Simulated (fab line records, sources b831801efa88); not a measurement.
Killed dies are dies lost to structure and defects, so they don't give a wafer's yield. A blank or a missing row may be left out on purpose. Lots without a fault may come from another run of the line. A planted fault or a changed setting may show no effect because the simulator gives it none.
Which tool did it? | flow sky130 | 13 lots, 39 wafers sampled, at 4 steps of a route of 708

WHAT THE GAUGES READ, wafer by wafer
SKY_VT_ADJUST_HVTP_CD_MEAS_07: target cd 380 nm. Usual: cd_nm 379.5 nm, standard deviation 2.9.
lot  | measured     | on        | cd_nm (nm)        | flag
L225 | day 6 02:21  | cd_sem-02 | 379.5 378.0 377.7 |
L228 | day 6 20:54  | cd_sem-02 | 385.3 386.4 385.4 |
L230 | day 7 07:34  | cd_sem-01 | 374.0 377.3 374.6 |
L235 | day 8 15:57  | cd_sem-02 | 378.2 379.2 379.9 |
L236 | day 8 20:16  | cd_sem-02 | 377.3 377.5 379.7 |
L237 | day 9 01:26  | cd_sem-02 | 387.5 385.8 383.0 |
L238 | day 9 11:18  | cd_sem-01 | 382.7 378.7 382.2 |
L240 | day 10 00:00 | cd_sem-01 | 381.2 379.4 380.1 |
L241 | day 10 04:29 | cd_sem-02 | 377.7 378.2 376.5 |
L243 | day 10 17:37 | cd_sem-02 | 384.6 381.5 383.4 |
L244 | day 11 06:59 | cd_sem-02 | 376.9 375.8 374.7 |
L246 | day 11 18:50 | cd_sem-02 | 374.8 376.5 377.8 |
L247 | day 11 20:23 | cd_sem-02 | 383.4 381.7 383.7 |

SKY_LDD_HVN_OVL_MEAS_07. Usual: LDD_HVN_OVL 0.0 nm, standard deviation 1.4.
lot  | measured     | on         | LDD_HVN_OVL (nm) | flag
L225 | day 20 10:21 | overlay-02 | -0.3 -0.1 -0.7   |
L228 | day 21 17:21 | overlay-01 | 0.6 1.3 -0.4     |
L230 | day 21 18:56 | overlay-02 | -1.4 -1.2 -0.9   |
L235 | day 24 00:35 | overlay-01 | -1.3 0.5 0.8     |
L236 | day 24 09:48 | overlay-01 | 0.1 -0.6 -0.2    |
L237 | day 24 16:15 | overlay-01 | -2.6 0.1 0.1     |
L238 | day 25 02:02 | overlay-01 | 3.1 2.6 3.1      |
L240 | day 25 18:54 | overlay-02 | 1.4 0.8 -0.1     |
L241 | day 26 00:36 | overlay-01 | -0.9 -0.7 1.7    |
L243 | day 26 20:35 | overlay-01 | -2.1 -1.4 -2.3   |
L244 | day 27 06:27 | overlay-01 | 1.3 0.1 0.2      |
L246 | day 27 22:17 | overlay-01 | 0.5 0.7 -0.9     |
L247 | day 27 23:50 | overlay-02 | 1.4 2.2 -0.8     |

SKY_LI_CONTACT_OVL_MEAS_13. Usual: LI_CONTACT_OVL -1 nm, standard deviation 4.6.
lot  | measured     | on         | LI_CONTACT_OVL (nm) | flag
L225 | day 29 05:36 | overlay-02 | 5 8 -2              |
L228 | day 30 10:58 | overlay-02 | -6 -15 -10          |
L230 | day 30 11:48 | overlay-01 | -3 -9 3             |
L237 | day 33 06:35 | overlay-01 | 4 -10 -5            |
L238 | day 33 10:40 | overlay-02 | -8 -3 1             |
L240 | day 34 02:06 | overlay-02 | -2 0 3              |
L241 | day 34 04:12 | overlay-02 | 0 -1 -8             |
L243 | day 35 01:32 | overlay-01 | 1 -4 2              |
L244 | day 35 09:16 | overlay-01 | 3 5 8               |
L246 | day 36 01:07 | overlay-01 | 4 4 3               |
L247 | day 36 03:27 | overlay-01 | 3 -1 -6             |

WHICH TOOL RAN EACH LOT (tool, then ch and the chambers of the sampled wafers, then the start)
lot  | SKY_POLY_GATE_STRIP_18
L225 | plasma_asher-04 ch 0, day 16 13:16
L228 | plasma_asher-01 ch 0,1, day 17 16:52
L230 | plasma_asher-02 ch 0,1, day 17 20:32
L235 | plasma_asher-04 ch 0,1, day 20 01:04
L236 | plasma_asher-04 ch 0,1, day 20 07:52
L237 | plasma_asher-01 ch 0,1, day 20 18:37
L238 | plasma_asher-04 ch 0,1, day 21 04:40
L240 | plasma_asher-01 ch 0, day 21 20:59
L241 | plasma_asher-04 ch 0,1, day 22 03:20
L243 | plasma_asher-04 ch 0,1, day 23 00:19
L244 | plasma_asher-01 ch 0,1, day 23 10:19
L246 | plasma_asher-04 ch 0,1, day 24 03:13
L247 | plasma_asher-04 ch 0,1, day 24 05:44
- SKY_POLY_GATE_STRIP_18: strips in O2/N2.

WHAT THE TOOLS THEMSELVES READ (means of the sampled wafers that have a number; where no wafer has one, the mark that the record gives instead)
SKY_POLY_GATE_STRIP_18. Usual: chamber_pressure_mTorr 1500.0 mTorr, standard deviation 1.4; drypump_motor_current_A 5.7 A, standard deviation 0.34; n2_flow_sccm 300.0 sccm, standard deviation 0.94; oes_product_au 0.360 a.u., standard deviation 0.0048; strip_time_to_endpoint_s 3.152 s, standard deviation 0.027.
lot  | tool            | chamber_pressure_mTorr (mTorr) | drypump_motor_current_A (A) | n2_flow_sccm (sccm) | oes_product_au (a.u.) | strip_time_to_endpoint_s (s) | flag
L225 | plasma_asher-04 | 1500.5                         | 5.9                         | 300.9               | 0.357                 | 3.175                        |
L228 | plasma_asher-01 | 1500.7                         | 5.4                         | 299.1               | 0.359                 | 3.150                        |
L230 | plasma_asher-02 | 1500.0                         | 5.6                         | 299.1               | 0.358                 | 3.138                        |
L235 | plasma_asher-04 | -                              | -                           | -                   | -                     | -                            | OFF
L236 | plasma_asher-04 | -                              | -                           | -                   | -                     | -                            | OFF
L237 | plasma_asher-01 | 1500.2                         | 5.4                         | 299.6               | 0.358                 | 3.154                        |
L238 | plasma_asher-04 | 1501.4                         | 6.0                         | 300.9               | 0.362                 | 3.207                        |
L240 | plasma_asher-01 | 1499.5                         | 5.3                         | 299.1               | 0.362                 | 3.153                        |
L241 | plasma_asher-04 | 1500.4                         | 6.1                         | 299.5               | 0.366                 | 3.145                        |
L243 | plasma_asher-04 | 1499.5                         | 6.0                         | 299.4               | 0.362                 | 3.152                        |
L244 | plasma_asher-01 | 1499.1                         | 5.4                         | 300.6               | 0.357                 | 3.126                        |
L246 | plasma_asher-04 | 1500.9                         | 6.1                         | 300.4               | 0.360                 | 3.110                        |
L247 | plasma_asher-04 | 1498.8                         | 6.0                         | 299.9               | 0.358                 | 3.162                        |

THE ANSWER, worked out from the rows above alone
Rule: a lot is off if the mean of its wafers that have a number lies more than 3 standard deviations from the usual mean. A lot without any number at a reading at which 4 lots or more have one is off too. The other lots that the step has rows for count as sound. The gauges are gone through in route order, then the tools' own readings, and for those a lot's mean is taken as printed above. The first step at which some lot is off is used, and at that step the reading that is off furthest; a lot without a number counts as furthest.
Off: L235, L236, at SKY_POLY_GATE_STRIP_18 (chamber_pressure_mTorr). Without a number there: L235, L236.
A tool fits if, at that step or a process step before it, it ran every lot that is off, and no sound lot after the first of them. None of those tried fits.

WHAT THE SIMULATOR HAD PUT IN
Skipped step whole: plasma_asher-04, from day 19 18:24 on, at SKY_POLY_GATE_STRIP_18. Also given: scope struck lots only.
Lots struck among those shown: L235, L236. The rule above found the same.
